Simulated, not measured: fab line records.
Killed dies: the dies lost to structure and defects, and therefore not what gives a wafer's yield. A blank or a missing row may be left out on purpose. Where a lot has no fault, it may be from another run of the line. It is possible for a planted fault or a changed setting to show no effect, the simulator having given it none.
fab line records | flow gf180mcu | part 2 of 2: steps 26 to 35 of 35
[record] lots = 5 | wafers = 15 | lastDay = 34
route steps=602 shown M4@470 V4@476 MIM@503
lots that met no fault: taken from a fault-free run of the same line
startH: hours from the record's opening day to when the first of the lot's shown wafers began | waitH: hours elapsed since this lot's preceding step | " repeats the value in the row above | L1.1+2: a row that stands for several wafers | - either no value or no given start | * or withheld: withheld | < > ~ a bound
route shown NAME@n: a module of which the file shows steps, and the number in the route of the first | usual: the fault-free wafers' mean and standard deviation | same: alike in all rows | chamber/n: place in a boat | sites: readings site by site | _std_site: the standard deviation of these | _edge_site: outer sites' mean less inner sites' | radiusMm: for every site, how far away it sits from the centre of the wafer | mask NAME#n: copy n | behind: the most recent tool/chamber to have shaped the wafer | hold: cause of the lot's hold/its duration in hours/its outcome | device: transistor that didn't switch, given as n, p or np | end of line: tests of these same wafers at the route's end | step lacking rows: just its recipe | killed: count of dies lost to structure and defects at first sort (not the wafer's yield) | map: the dies of a wafer, with x for killed, . for not killed, _ for no die there
set.NAME: the run value of the setting; set.NAME@STEP: its run value at that earlier step | model.NAME: the simulator's own value behind a step, which no gauge read
lots at selected steps of the route; one table per step, one row per wafer
services: when a tool's chamber went out of use (startH, in hours from the record's first day, below 0 if earlier), for how many hours, and the reason
[[steps]]
[step GF_V4_STRIP_19]
[recipe] chemistry = postEtchResidueRemover | timeS = 1200 | tempC = 72.5
[usual] bathHeatDutyPct = 13.9/1.3
lot.wafer | tool        | chamber | startH | waitH | bathHeatDutyPct
L075.1    | wetBench-02 | 2       | 570.94 | 0.1   | 13.3
L075.2    | "           | 2       | "      | "     | 14.3
L075.6    | "           | 2       | "      | "     | 14.1
L084.1    | wetBench-03 | 0       | 647.70 | 0.1   | 14.3
L084.3    | "           | 0       | "      | "     | 13.6
L084.4    | "           | 0       | "      | "     | 12.7
L092.1    | wetBench-02 | 1       | 698.15 | 0.1   | 15.2
L092.2    | "           | 1       | "      | "     | 15.2
L092.5    | "           | 1       | "      | "     | 16.7
L095.3    | wetBench-03 | 0       | 717.20 | 0.0   | 13.8
L095.4    | "           | 0       | "      | "     | 15.5
L095.5    | "           | 0       | "      | "     | 14.6
L097.1    | wetBench-02 | 0       | 738.32 | 0.1   | 12.8
L097.2    | "           | 0       | "      | "     | 14.3
L097.4    | "           | 0       | "      | "     | 14.2
[step GF_V4_CLEAN_20]
[recipe] chemistry = DIW | dry = n2Spin
lot.wafer  | tool        | chamber | startH | waitH
L075.1+2+6 | wetBench-03 | 3       | 571.28 | 0.0
L084.1+3+4 | wetBench-02 | 1       | 648.04 | 0.0
L092.1+2+5 | wetBench-04 | 1       | 698.49 | 0.0
L095.3+4+5 | wetBench-03 | 3       | 717.54 | 0.0
L097.1+2+4 | wetBench-04 | 2       | 738.66 | 0.0
[step GF_V4_SPUTTER_21]
[recipe] material = Ti | targetThkNm = 15 | chamberPressurePa = 5 | powerW = 2500 | substrateTempC = 200 | timeS = 80.02
[usual] throttleValvePct = 29.4/1.2
lot.wafer | tool          | chamber | startH | waitH | throttleValvePct
L075.1    | pvdSputter-04 | -       | 571.37 | 0.0   | 30.8
L075.2    | "             | -       | "      | "     | 29.1
L075.6    | "             | -       | "      | "     | 30.6
L084.1    | pvdSputter-01 | -       | 648.13 | 0.0   | 28.7
L084.3    | "             | -       | "      | "     | 30.2
L084.4    | "             | -       | "      | "     | 27.5
L092.1    | pvdSputter-03 | -       | 698.58 | 0.0   | 29.4
L092.2    | "             | -       | "      | "     | 27.4
L092.5    | "             | -       | "      | "     | 29.4
L095.3    | pvdSputter-03 | -       | 717.63 | 0.0   | 30.5
L095.4    | "             | -       | "      | "     | 27.1
L095.5    | "             | -       | "      | "     | 30.0
L097.1    | pvdSputter-03 | -       | 738.75 | 0.0   | 29.5
L097.2    | "             | -       | "      | "     | 29.9
L097.4    | "             | -       | "      | "     | 27.3
[step GF_V4_SPUTTER_22]
[recipe] material = TiN | targetThkNm = 10 | chamberPressurePa = 5 | powerW = 4000 | timeS = 40
[usual] throttleValvePct = 29.3/1.2
lot.wafer | tool          | chamber | startH | waitH | throttleValvePct
L075.1    | pvdSputter-04 | -       | 571.43 | 0.0   | 30.9
L075.2    | "             | -       | "      | "     | 29.1
L075.6    | "             | -       | "      | "     | 30.8
L084.1    | pvdSputter-01 | -       | 648.20 | 0.0   | 28.4
L084.3    | "             | -       | "      | "     | 30.0
L084.4    | "             | -       | "      | "     | 27.3
L092.1    | pvdSputter-03 | -       | 698.65 | 0.0   | 29.2
L092.2    | "             | -       | "      | "     | 27.1
L092.5    | "             | -       | "      | "     | 29.4
L095.3    | pvdSputter-03 | -       | 717.70 | 0.0   | 30.8
L095.4    | "             | -       | "      | "     | 27.0
L095.5    | "             | -       | "      | "     | 29.8
L097.1    | pvdSputter-03 | -       | 738.82 | 0.0   | 29.4
L097.2    | "             | -       | "      | "     | 29.8
L097.4    | "             | -       | "      | "     | 27.5
[step GF_V4_CVD_23]
[recipe] material = W | targetThkNm = 350 | timeS = 104.9 | tempC = 400 | pressureTorr = 40
[usual] heaterPowerW = 838/22
lot.wafer | tool    | chamber | startH | waitH | heaterPowerW
L075.1    | cvdW-02 | 1       | 571.47 | 0.0   | 819
L075.2    | "       | 0       | "      | "     | 852
L075.6    | "       | 0       | "      | "     | 826
L084.1    | cvdW-02 | 1       | 648.23 | 0.0   | 820
L084.3    | "       | 1       | "      | "     | 818
L084.4    | "       | 0       | "      | "     | 869
L092.1    | cvdW-02 | 1       | 698.68 | 0.0   | 835
L092.2    | "       | 1       | "      | "     | 836
L092.5    | "       | 1       | "      | "     | 823
L095.3    | cvdW-01 | 0       | 717.77 | 0.1   | 808
L095.4    | "       | 1       | "      | "     | 859
L095.5    | "       | 1       | "      | "     | 876
L097.1    | cvdW-01 | 1       | 738.85 | 0.0   | 872
L097.2    | "       | 0       | "      | "     | 823
L097.4    | "       | 1       | "      | "     | 862
[step GF_V4_RS_MEAS_24]
[recipe] thkMeasGauge = four-point-probe | reads = W_of_V4_CVD_23+TiN_of_V4_SPUTTER_22+Ti_of_V4_SPUTTER_21
[usual] V4_W_RS = 0.327/0.0038
lot.wafer | tool         | chamber | startH | waitH | V4_W_RS[ohm/sq]
L075.1    | filmMetro-01 | -       | 571.58 | 0.1   | 0.325
L075.2    | "            | -       | "      | "     | 0.324
L075.6    | "            | -       | "      | "     | 0.321
L084.1    | filmMetro-04 | -       | 648.35 | 0.1   | 0.325
L084.3    | "            | -       | "      | "     | 0.325
L084.4    | "            | -       | "      | "     | 0.327
L092.1    | filmMetro-02 | -       | 698.91 | 0.2   | 0.331
L092.2    | "            | -       | "      | "     | 0.330
L092.5    | "            | -       | "      | "     | 0.330
L095.3    | filmMetro-02 | -       | 717.89 | 0.1   | 0.332
L095.4    | "            | -       | "      | "     | 0.325
L095.5    | "            | -       | "      | "     | 0.322
L097.1    | filmMetro-04 | -       | 738.97 | 0.1   | 0.320
L097.2    | "            | -       | "      | "     | 0.325
L097.4    | "            | -       | "      | "     | 0.316
[step GF_V4_THK_MEAS_25]
[recipe] thkMeasGauge = xrf | reads = W_of_V4_CVD_23
[usual] V4_W_THK = 354/6.7
lot.wafer | tool         | chamber | startH | waitH | V4_W_THK[nm]
L075.1    | filmMetro-01 | -       | 571.70 | 0.1   | 350
L075.2    | "            | -       | "      | "     | 354
L075.6    | "            | -       | "      | "     | 355
L084.1    | filmMetro-04 | -       | 648.47 | 0.1   | 365
L084.3    | "            | -       | "      | "     | 363
L084.4    | "            | -       | "      | "     | 360
L092.1    | filmMetro-02 | -       | 699.03 | 0.1   | 355
L092.2    | "            | -       | "      | "     | 354
L092.5    | "            | -       | "      | "     | 356
L095.3    | filmMetro-02 | -       | 717.99 | 0.1   | 353
L095.4    | "            | -       | "      | "     | 362
L095.5    | "            | -       | "      | "     | 365
L097.1    | filmMetro-04 | -       | 739.09 | 0.1   | 370
L097.2    | "            | -       | "      | "     | 365
L097.4    | "            | -       | "      | "     | 373
[step GF_V4_CMP_26]
[recipe] stopOn = SiO2 | downForcePsi = 3.5 | platenRpm = 60 | tOverpolishS = 15 | targetThkNm = 0 | padVelocityMS = 0.94248
[usual] motorCurrentA = 11.2/0.84 | overpolishRunS = 15.000/0.0095 | platenRpm = 60.00/0.036 | timeToEndpointS = 85.8/2.8
lot.wafer | tool   | chamber | startH | waitH | motorCurrentA | overpolishRunS | platenRpm | timeToEndpointS
L075.1    | cmp-01 | 1       | 571.81 | 0.1   | 11.5          | 15.003         | 60.08     | 81.6
L075.2    | "      | 3       | "      | "     | 12.4          | 15.015         | 60.03     | 86.0
L075.6    | "      | 0       | "      | "     | 10.5          | 15.003         | 60.03     | 85.8
L084.3    | cmp-02 | 3       | 648.53 | 0.0   | 10.2          | 14.972         | 59.99     | 85.0
L084.1    | "      | 0       | "      | "     | 10.5          | 14.993         | 59.89     | 84.0
L084.4    | "      | 2       | "      | "     | 11.4          | 15.018         | 60.01     | 84.4
L092.2    | cmp-02 | 1       | 699.19 | 0.1   | 11.6          | 14.986         | 60.01     | 88.4
L092.1    | "      | 2       | "      | "     | 12.0          | 15.001         | 60.03     | 84.2
L092.5    | "      | 0       | "      | "     | 10.6          | 14.995         | 59.96     | 83.3
L095.4    | cmp-02 | 1       | 718.11 | 0.1   | 12.1          | 15.001         | 59.97     | 89.7
L095.3    | "      | 3       | "      | "     | 10.4          | 15.006         | 60.01     | 86.1
L095.5    | "      | 1       | "      | "     | 11.5          | 15.002         | 59.99     | 93.0
L097.4    | cmp-02 | 2       | 739.20 | 0.1   | 12.2          | 15.017         | 60.04     | 88.1
L097.2    | "      | 3       | "      | "     | 10.4          | 15.005         | 60.00     | 87.8
L097.1    | "      | 0       | "      | "     | 9.6           | 14.989         | 60.01     | 86.6
[step GF_MIM_SPUTTER_00]
[recipe] material = Ti | targetThkNm = 37.5 | arrivingIonEnergyEv = 80 | substrateTempC = 200 | chamberPressurePa = 2 | powerW = 4000 | timeS = 150
[usual] throttleValvePct = 29.5/1.2
lot.wafer | tool          | chamber | startH | waitH | throttleValvePct
L075.1    | pvdSputter-02 | -       | 572.06 | 0.2   | 28.2
L075.2    | "             | -       | "      | "     | 30.2
L075.6    | "             | -       | "      | "     | 28.3
L084.1    | pvdSputter-03 | -       | 648.83 | 0.2   | 30.6
L084.3    | "             | -       | "      | "     | 29.5
L084.4    | "             | -       | "      | "     | 30.0
L092.1    | pvdSputter-02 | -       | 699.39 | 0.1   | 27.9
L092.2    | "             | -       | "      | "     | 28.4
L092.5    | "             | -       | "      | "     | 30.0
L095.3    | pvdSputter-04 | -       | 718.41 | 0.1   | 30.9
L095.4    | "             | -       | "      | "     | 29.1
L095.5    | "             | -       | "      | "     | 30.8
L097.1    | pvdSputter-02 | -       | 739.45 | 0.1   | 27.6
L097.2    | "             | -       | "      | "     | 28.0
L097.4    | "             | -       | "      | "     | 28.6
[step GF_MIM_SPUTTER_01]
[recipe] material = TiN | targetThkNm = 30 | powerW = 6500 | timeS = 25 | chamberPressurePa = 0.4126
[usual] throttleValvePct = 29.5/1.2
lot.wafer | tool          | chamber | startH | waitH | throttleValvePct
L075.1    | pvdSputter-02 | -       | 572.16 | 0.1   | 28.0
L075.2    | "             | -       | "      | "     | 30.1
L075.6    | "             | -       | "      | "     | 28.3
L084.1    | pvdSputter-03 | -       | 648.93 | 0.1   | 30.6
L084.3    | "             | -       | "      | "     | 29.3
L084.4    | "             | -       | "      | "     | 30.0
L092.1    | pvdSputter-02 | -       | 699.49 | 0.1   | 27.9
L092.2    | "             | -       | "      | "     | 28.5
L092.5    | "             | -       | "      | "     | 30.2
L095.3    | pvdSputter-04 | -       | 718.51 | 0.1   | 30.9
L095.4    | "             | -       | "      | "     | 29.2
L095.5    | "             | -       | "      | "     | 30.8
L097.1    | pvdSputter-02 | -       | 739.55 | 0.1   | 27.9
L097.2    | "             | -       | "      | "     | 28.1
L097.4    | "             | -       | "      | "     | 28.5
[[services]]
tool          | chamber | startH | hours | kind
pecvd-02      | 2       | 526.67 | 10.6  | repair
krfScanner-01 | -       | 526.82 | 0.1   | repair
cmp-02        | -       | 535.44 | 2.7   | repair
krfScanner-01 | -       | 536.12 | 1.0   | pm
rieDiel-04    | -       | 542.10 | 0.2   | repair
rieDiel-04    | 1       | 558.44 | 3.4   | repair
rieDiel-04    | 1       | 569.38 | 5.9   | repair
cmp-02        | -       | 572.15 | 4.0   | pm
pecvd-02      | -       | 591.12 | 14.0  | pm
rieDiel-04    | 3       | 598.23 | 1.7   | repair
pvdSputter-04 | -       | 600.72 | 6.3   | repair
pecvd-02      | 2       | 613.42 | 5.2   | repair
cmp-02        | -       | 618.27 | 7.1   | pm
krfScanner-01 | -       | 627.93 | 1.3   | pm
pvdSputter-04 | -       | 628.67 | 1.0   | repair
rieDiel-03    | 3       | 638.16 | 3.8   | repair
pvdSputter-02 | -       | 644.69 | 8.0   | repair
krfScanner-01 | -       | 661.25 | 0.8   | pm
cmp-02        | -       | 672.04 | 3.1   | repair
rieDiel-04    | 3       | 676.88 | 8.2   | repair
cmp-02        | -       | 686.79 | 1.9   | repair
rieDiel-03    | 0       | 698.41 | 13.9  | repair
cmp-02        | -       | 715.45 | 0.8   | repair
cmp-01        | -       | 738.97 | 2.2   | repair
